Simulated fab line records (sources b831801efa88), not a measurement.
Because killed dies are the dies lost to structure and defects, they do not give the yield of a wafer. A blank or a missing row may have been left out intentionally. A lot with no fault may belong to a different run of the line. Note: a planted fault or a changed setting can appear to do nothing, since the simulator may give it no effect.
Problem report, 8D (eight disciplines) form, completed by code || flow sky130 || the parts of the form that need people (team, actions taken, sign-off) are left out

1. THE ISSUE
Across 6 wafers from 2 lots, LDD_HVP_TW at SKY_LDD_HVP_TW_MEAS_10 averages 72.8, while fault-free wafers read 458.4 with a standard deviation of 2. That is -99 or more standard deviations from the usual mean.
Earliest sighting: wafer L219.1 on film-metro-03 at day 27 09:25. The record has a number at this step for 42 wafers belonging to 14 lots. The rule behind "out" and "out of limits": a value lying over 4 standard deviations away from the usual mean. Any other wafer with a number is counted as sound.

2. WHAT IT IS, AND WHAT IT ISN'T
{"question": "which readings at this step", "is": "LDD_HVP_TW", "is not": "-"}
{"question": "which lots", "is": "L219, L221", "is not": "L203, L206, L207, L211, L212, L213, L214, L215, L216, L220, L222, L226"}
{"question": "which wafers of those lots", "is": "all that have a number", "is not": "-"}
{"question": "read on which gauges", "is": "film-metro-03", "is not": "film-metro-01, film-metro-04"}
{"question": "when", "is": "from day 27 09:25", "is not": "up to then (27 sound wafers); but 9 sound wafers of L220, L222, L226 came after"}

3. WHAT RULES OUT EACH SUSPECT
Counting: a tool at any process step up to the reading remains a suspect when it ran all the lots that are out and ran no sound lot after the first of those.
- the gauge at SKY_LDD_HVP_TW_MEAS_10: kept. All the wafers that are out were read on film-metro-03, and no step on other tools shows them out.
- litho-track-02 at SKY_LDD_HVP_DEVELOP_06 (develop time 60 s): kept. All lots that are out passed through it, beginning with L219 at day 27 08:58, and no sound lot followed; its final sound lot before that point was L216 at day 26 11:43.
After counting, litho-track-02 at SKY_LDD_HVP_DEVELOP_06 and film-metro-03 at SKY_LDD_HVP_TW_MEAS_10 remain.

4. THE CAUSE (what the simulator had put in)
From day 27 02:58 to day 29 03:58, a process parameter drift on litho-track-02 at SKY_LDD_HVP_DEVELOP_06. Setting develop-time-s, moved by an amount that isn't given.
2 suspects survive the count, and this tool is in that group.

5. SEQUENCE OF EFFECTS, ordered by route
Each row: a reading where the mean over the struck wafers with a number is more than 3 standard deviations away from the usual. Only readings for which the record gives a usual standard deviation are gone through. hours: the time from each lot's start at the first step in this table that gives one to its start at this step, as a median over the lots. sigmas: the change in usual standard deviations.
{"hours": 0, "step": "SKY_LDD_HVP_TW_MEAS_10", "reading": "LDD_HVP_TW", "usual": 458.4, "on struck wafers": 72.8, "change": -385.6, "sigmas": "-99 or more"}
Later measuring or inspecting steps at which every struck wafer that the step has a row for has a number for every such reading, and none has moved that far: SKY_CAP2M_THK_MEAS_01.

6. HOW IT WOULD HAVE BEEN CAUGHT EARLIER
In this record the first reading out of limits at a measuring or inspecting step was taken at day 27 09:25, 6 hours after the fault began at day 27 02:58.
Among the 2 lots that are out, L221 began SKY_LDD_HVP_DEVELOP_06 on litho-track-02 after day 27 09:25. Holding the tool at that time would have saved it.
